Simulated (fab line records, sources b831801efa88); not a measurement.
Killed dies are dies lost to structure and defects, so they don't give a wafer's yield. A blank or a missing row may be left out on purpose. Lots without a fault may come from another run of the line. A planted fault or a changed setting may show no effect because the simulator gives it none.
A struck lot beside a sound one | flow sky130 | 24 steps out of a route of 708
Sound: wafers L384.1, L384.3, L384.4. Struck: wafer L399.4. (L399.2, L399.5 of the same lot were not struck and are left out.) The cause comes at the end.
At each step with rows: each side's tool, then ch and its chambers, then its first start. Under that, the readings that differ: sound wafers | struck wafers | difference of the means | sigmas: that difference in standard deviations of wafers without a fault.
alike: readings whose means differ by less than 2 such deviations, and words and numbers that are the same on both sides. not compared: withheld readings, readings that some wafer has no value for, bounds like >300 that may hide the same value, and numbers for which the record gives no deviation and whose values overlap.
The two part at a step that has a row with sigmas, a row that says differs or no value, or rows on one side only. Numbers that don't overlap but have no deviation are shown without sigmas and don't part them. A reading that every wafer of one side lacks parts them only if that side has two wafers or more.

first, 3 steps without rows for these wafers: SKY_LDD_LDN_IMPLANT_09; SKY_LDD_LDN_IMPLANT_10; SKY_LDD_LDN_IMPLANT_11.
SKY_LDD_LDN_STRIP_12: strips in O2/N2.
  sound on plasma_asher-02 ch 0,1, day 25 11:13; struck on plasma_asher-03 ch 0, day 29 20:00
  alike: drypump_motor_current_A, o2_flow_sccm, oes_product_au, strip_time_to_endpoint_s
  not compared: rf_hours_counter_h
SKY_LDD_LDN_TW_MEAS_13:
  sound on film_metro-03, day 25 11:19; struck on film_metro-03, day 29 20:07
  alike: LDD_LDN_TW
then, 2 steps without rows for these wafers: SKY_LDD_LDN_CLEAN_14 (cleans in SC1/SC2, time 150 s); SKY_SPACER_CVD_00 (deposits Si3N4 from DCS/NH3, target thk 43.1 nm, time 740 s).
SKY_SPACER_THK_MEAS_01:
  sound on film_metro-01, day 25 13:46; struck on film_metro-03, day 29 21:26
  alike: SPACER_CVD_00_THK
SKY_SPACER_ETCHBACK_02: etches Si3N4 in CH3F/O2, stops on SiO2, time 46.7 s, target depth 45 nm.
  sound on rie_diel-02 ch 0,1,3, day 25 13:50; struck on rie_diel-03 ch 0, day 29 21:29
  alike: ch3f_flow_sccm, drypump_motor_current_A, oes_product_au, throttle_valve_pct
  not compared: rf_hours_counter_h
then, 3 steps without rows for these wafers: SKY_POLY_CUT_DEHYDRATE_00 (time 60 s); SKY_POLY_CUT_HMDS_01 (prime time 60 s); SKY_POLY_CUT_COAT_02 (resist thk 60 nm).
SKY_POLY_CUT_COAT_03: resist thk 450 nm.
  sound on litho_track-02 ch 0, day 26 03:00; struck on litho_track-03 ch 0, day 30 10:00
  reading                                         | sound             | struck | difference | sigmas
  model.KrF-thick_of_POLY_CUT_COAT_03.thk_nm (nm) | 450.1 448.6 449.6 | 439    | -10        |
  alike: dispense_pressure_kPa
then, 4 steps without rows for these wafers: SKY_POLY_CUT_SOFTBAKE_04 (time 90 s); SKY_POLY_CUT_EXPOSE_05 (exposes mask NPCM, target cd 270 nm); SKY_POLY_CUT_PEB_06; SKY_POLY_CUT_DEVELOP_07 (develop time 60 s).
SKY_POLY_CUT_CD_MEAS_08: target cd 270 nm.
  sound on cd_sem-02, day 26 19:19; struck on cd_sem-02, day 31 00:23
  alike: cd_nm
SKY_POLY_CUT_OVL_MEAS_09:
  sound on overlay-01, day 26 19:26; struck on overlay-02, day 31 00:29
  alike: POLY_CUT_OVL
SKY_POLY_CUT_ETCH_10: etches BARC in N2/H2, stops on SiO2, time 45.9 s, target depth 60 nm.
  sound on rie_diel-03 ch 0,1,2, day 26 19:28; struck on rie_diel-04 ch 2, day 31 00:31
  reading                                         | sound             | struck | difference | sigmas
  model.KrF-thick_of_POLY_CUT_COAT_03.thk_nm (nm) | 408.3 406.6 407.3 | 397.3  | -10.1      |
  alike: drypump_motor_current_A, oes_product_au, throttle_valve_pct
  not compared: rf_hours_counter_h
SKY_POLY_CUT_ETCH_11: etches Si3N4 in CF4/CH2F2/Ar, stops on poly-Si, time 42.5 s, target depth 60 nm.
  sound on rie_diel-03 ch 0,1,2, day 26 19:31; struck on rie_diel-04 ch 2, day 31 00:34
  alike: drypump_motor_current_A, mfc_ar_sccm, oes_product_au, throttle_valve_pct
  not compared: rf_hours_counter_h
SKY_POLY_CUT_STRIP_12: strips in O2/N2.
  sound on plasma_asher-02 ch 0,1, day 26 19:34; struck on plasma_asher-04 ch 0, day 31 00:37
  reading                      | sound             | struck | difference | sigmas
  strip_time_to_endpoint_s (s) | 5.356 5.333 5.347 | 5.255  | -0.090     | -7
  alike: drypump_motor_current_A, o2_flow_sccm, oes_product_au
  not compared: rf_hours_counter_h
then, 1 step without rows for these wafers: SKY_SD_P_DEHYDRATE_00 (time 60 s).
-- the record jumps here: 19 days lie between the struck wafers' starts before and after (it left off in module SD_P and takes up again in module PAD_OPEN, whose first step shown is number 708 of the route) --
SKY_PAD_OPEN_PROBE_99:
  sound on prober-02, day 47 14:05; struck on prober-01, day 50 08:07
  reading            | sound    | struck | difference | sigmas
  killed_at_contacts | 21 16 28 | 33     | +11        | +2
  killed_at_other    | 0 0 0    | 2      | +2         | +3
  alike: killed_at_M0_to_M3, killed_at_M4_up, killed_at_front_end, killed_dies, killed_on_rim, killed_open, killed_short

WHERE THEY PART
First at SKY_POLY_CUT_STRIP_12; last, within this record, at SKY_PAD_OPEN_PROBE_99.

WHY: what the simulator had put in
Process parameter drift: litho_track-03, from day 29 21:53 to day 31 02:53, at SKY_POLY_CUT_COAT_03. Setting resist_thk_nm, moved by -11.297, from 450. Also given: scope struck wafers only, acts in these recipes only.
